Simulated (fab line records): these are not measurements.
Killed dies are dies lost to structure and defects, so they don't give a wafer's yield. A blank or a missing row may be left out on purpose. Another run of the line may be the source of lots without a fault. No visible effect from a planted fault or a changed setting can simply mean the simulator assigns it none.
Comparing a struck lot with a sound one | flow sky130 | 17 steps out of a route of 708
Sound: wafers L790.2, L790.4, L790.5. The struck wafers were L781.3, L781.6. At the end, the cause is stated.
For every step that has rows: the tool of each side, followed by ch and its chambers, followed by its first start. Under that, the readings that differ: sound wafers | struck wafers | difference of the means | sigmas: that difference in standard deviations of wafers without a fault.
alike: readings whose means differ by less than 2 such deviations, and words and numbers that are the same on both sides. not compared: withheld readings, readings that some wafer has no value for, bounds like >300 that may hide the same value, and numbers for which the record gives no deviation and whose values overlap.
Wherever a step has rows on one side only, a row that says differs or no value, or a row with sigmas, the two part there. Numbers that have no deviation but don't overlap get no sigmas and don't part them. Lack of a reading on every wafer of one side parts them only where that side has two or more wafers.

SKY_VT_ADJUST_HVTP_OVL_MEAS_08:
  sound on overlay-02 at day 11 06:23; struck on overlay-01 at day 8 15:28
  alike: VT_ADJUST_HVTP_OVL
following that, these wafers have no rows for 1 step: SKY_VT_ADJUST_HVTP_IMPLANT_09.
SKY_VT_ADJUST_HVTP_STRIP_10: strips in O2/N2.
  sound on plasma asher-03 ch 0,1, day 11 06:34; struck on plasma asher-02 ch 0,1, day 8 15:40
  alike: drypump motor current A, oes product au, strip time to endpoint s
  not compared: rf hours counter h
SKY_VT_ADJUST_HVTP_TW_MEAS_11:
  sound on film metro-03 at day 11 06:40; struck on film metro-01 at day 8 15:45
  alike: VT_ADJUST_HVTP_TW
then, 7 steps without rows for these wafers: SKY_VT_ADJUST_LVTN_DEHYDRATE_00 (time 60 s); SKY_VT_ADJUST_LVTN_HMDS_01 (prime time 60 s); SKY_VT_ADJUST_LVTN_COAT_02 (resist thk 3000 nm); SKY_VT_ADJUST_LVTN_SOFTBAKE_03; SKY_VT_ADJUST_LVTN_EXPOSE_04 (exposes mask NWM COMPLEMENT LESS NATIVE, target cd 840 nm); SKY_VT_ADJUST_LVTN_PEB_05; SKY_VT_ADJUST_LVTN_DEVELOP_06 (develop time 60 s).
SKY_VT_ADJUST_LVTN_OVL_MEAS_07:
  sound on overlay-01 at day 12 06:22; struck on overlay-01 at day 9 13:58
  reading                 | sound         | struck    | difference | sigmas
  VT_ADJUST_LVTN_OVL (nm) | -1.4 1.4 -0.2 | -3.0 -2.6 | -2.7       | -2
SKY_VT_ADJUST_LVTN_IMPLANT_08:
  sound on implanter-03 ch 0, day 12 06:25; struck on implanter-04 ch 0, day 9 14:02
  alike: beam energy keV, dose ions cm2, end station pressure torr
SKY_VT_ADJUST_LVTN_STRIP_09: strips in O2/N2.
  sound on plasma asher-04 ch 0,1, day 12 06:32; struck on plasma asher-03 ch 1, day 9 14:11
  reading                      | sound             | struck      | difference | sigmas
  strip time to endpoint s (s) | 37.14 37.08 37.07 | 36.77 36.88 | -0.27      | -2
  alike: drypump motor current A, oes product au
  not compared: rf hours counter h
SKY_VT_ADJUST_LVTN_TW_MEAS_10:
  sound on film metro-04 at day 12 06:39; struck on film metro-03 at day 9 14:16
  alike: VT_ADJUST_LVTN_TW
then, 1 step without rows for these wafers: SKY_VT_ADJUST_LVTN_DEHYDRATE_11 (time 60 s).
-- the record jumps here: 39 days lie between the struck wafers' starts before and after (it left off in module VT_ADJUST_LVTN and takes up again in module PAD_OPEN, whose first step shown is number 708 of the route) --
SKY_PAD_OPEN_PROBE_99:
  sound on prober-01 at day 50 12:17; struck on prober-02 at day 48 12:08
  reading                                 | sound                     | struck         | difference | sigmas
  model.etest.nfet_01v8.drive ua um range | 9.469 7.352 6.766         | 20.06 20.28    | +12.31     |
  model.etest.nfet_01v8.vt v range        | 0.01385 0.007015 0.008663 | 0.02495 0.0274 | +0.01633   |
  alike: killed_at_M0_to_M3, killed_at_M4_up, killed at contacts, killed at front end, killed at other, killed dies, killed open, killed short

== WHERE THEY PART ==
At SKY_VT_ADJUST_LVTN_OVL_MEAS_07 first; at SKY_VT_ADJUST_LVTN_STRIP_09 last (within this record only). Later steps at which nothing parts them and some readings are alike: SKY_VT_ADJUST_LVTN_TW_MEAS_10, SKY_PAD_OPEN_PROBE_99.

WHY: the cause the simulator had injected
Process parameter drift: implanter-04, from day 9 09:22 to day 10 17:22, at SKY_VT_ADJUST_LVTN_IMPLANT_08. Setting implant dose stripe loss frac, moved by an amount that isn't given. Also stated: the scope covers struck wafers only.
